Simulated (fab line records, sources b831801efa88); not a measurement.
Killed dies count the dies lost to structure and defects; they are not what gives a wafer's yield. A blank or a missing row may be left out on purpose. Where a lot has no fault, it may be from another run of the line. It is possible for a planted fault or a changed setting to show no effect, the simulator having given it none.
8D (eight disciplines) problem report, filled in by code || flow sky130 || the parts of the form that need people (team, actions taken, sign-off) are left out

== 1. PROBLEM STATEMENT ==
Mean of oes product au at SKY_FIELD_ISO_ETCH_15: 0.766 a.u. across 6 wafers in 2 lots; on wafers with no fault it is 0.942 a.u. (standard deviation 0.0075). Relative to the usual mean, that is a shift of -23 standard deviations.
The step: etches the open film in CHF3/O2, stops on Si, target depth 180 nm, time 72 s.
Seen first at day 4 09:35 on rie diel-03, wafer L196.2. Wafers with a number at this step in the record: 36, from 12 lots. Rule for "out", or "out of limits": more than 4 standard deviations from the usual mean. The rest of the wafers with a number are treated as sound.

== 2. WHAT IT IS, WHAT IT ISN'T ==
{"question": "which readings at this step", "is": "oes product au", "is not": "chamber pressure mTorr, drypump motor current A"}
{"question": "which lots", "is": "L196, L197", "is not": "L186, L187, L189, L190, L193, L202, L203, L205, L208, L209"}
{"question": "which wafers of those lots", "is": "all that have a number", "is not": "-"}
{"question": "read on which tools", "is": "rie diel-03", "is not": "rie diel-01, rie diel-02"}
{"question": "when", "is": "from day 4 09:35", "is not": "up to then (15 sound wafers); but 15 sound wafers of L202, L203, L205, L208, L209 came after"}

== 3. WHAT RULES OUT EACH SUSPECT ==
Counting: a tool stays on the suspect list if, at a process step up to the reading, it processed all lots that are out and no sound lot following the first of them.
- rie diel-03 at SKY_FIELD_ISO_ETCH_15 (etches the open film in CHF3/O2, stops on Si, target depth 180 nm, time 72 s): ruled out as a lasting fault. Sound lots L209 ran on it after its first lot that is out, L196 (day 4 09:35).
Left after counting: nothing in the record.

== 4. THE CAUSE (what the simulator had put in) ==
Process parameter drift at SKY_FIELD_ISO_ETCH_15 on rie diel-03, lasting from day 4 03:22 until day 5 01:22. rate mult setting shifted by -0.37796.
Counting ruled it out, wrongly.

== 5. SEQUENCE OF EFFECTS, ordered by route ==
Each row: a reading where the mean over the struck wafers with a number is more than 3 standard deviations away from the usual. Only readings whose record carries a usual standard deviation are examined. hours: median over the lots of the time between each lot's start at the first step of this table that gives one and its start at this step. sigmas: the change, counted in usual standard deviations.
{"hours": 0, "step": "SKY_FIELD_ISO_ETCH_15", "reading": "oes product au", "usual": "0.942 a.u.", "on struck wafers": 0.766, "change": -0.176, "sigmas": -23}
{"hours": 0, "step": "SKY_FIELD_ISO_ETCH_15", "reading": "throttle valve pct", "usual": "8.842 %", "on struck wafers": 8.790, "change": -0.052, "sigmas": -5.2}
{"hours": 0, "step": "SKY_FIELD_ISO_STRIP_16", "reading": "oes product au", "usual": "0.378 a.u.", "on struck wafers": 0.401, "change": "+0.023", "sigmas": "+5.2"}
{"hours": 0, "step": "SKY_FIELD_ISO_STRIP_16", "reading": "strip time to endpoint s", "usual": "3.55 s", "on struck wafers": 4.18, "change": "+0.63", "sigmas": "+20"}
{"hours": 1057, "step": "SKY_PAD_OPEN_PROBE_99", "reading": "killed at front end", "usual": 15, "on struck wafers": 420, "change": "+405", "sigmas": "+92"}
{"hours": 1057, "step": "SKY_PAD_OPEN_PROBE_99", "reading": "killed dies", "usual": 87, "on struck wafers": 492, "change": "+405", "sigmas": "+42"}
{"hours": 1057, "step": "SKY_PAD_OPEN_PROBE_99", "reading": "killed on rim", "usual": 17, "on struck wafers": 96, "change": "+79", "sigmas": "+18"}
It contains these process steps:
- SKY_FIELD_ISO_ETCH_15: etches the open film in CHF3/O2, stops on Si, target depth 180 nm, time 72 s.
- SKY_FIELD_ISO_STRIP_16: strips in O2/N2.
- SKY_PAD_OPEN_PROBE_99

== 6. HOW IT WOULD HAVE BEEN CAUGHT EARLIER ==
In this record the first reading out of limits was taken at day 4 09:35, 6 hours after the fault began at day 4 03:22.
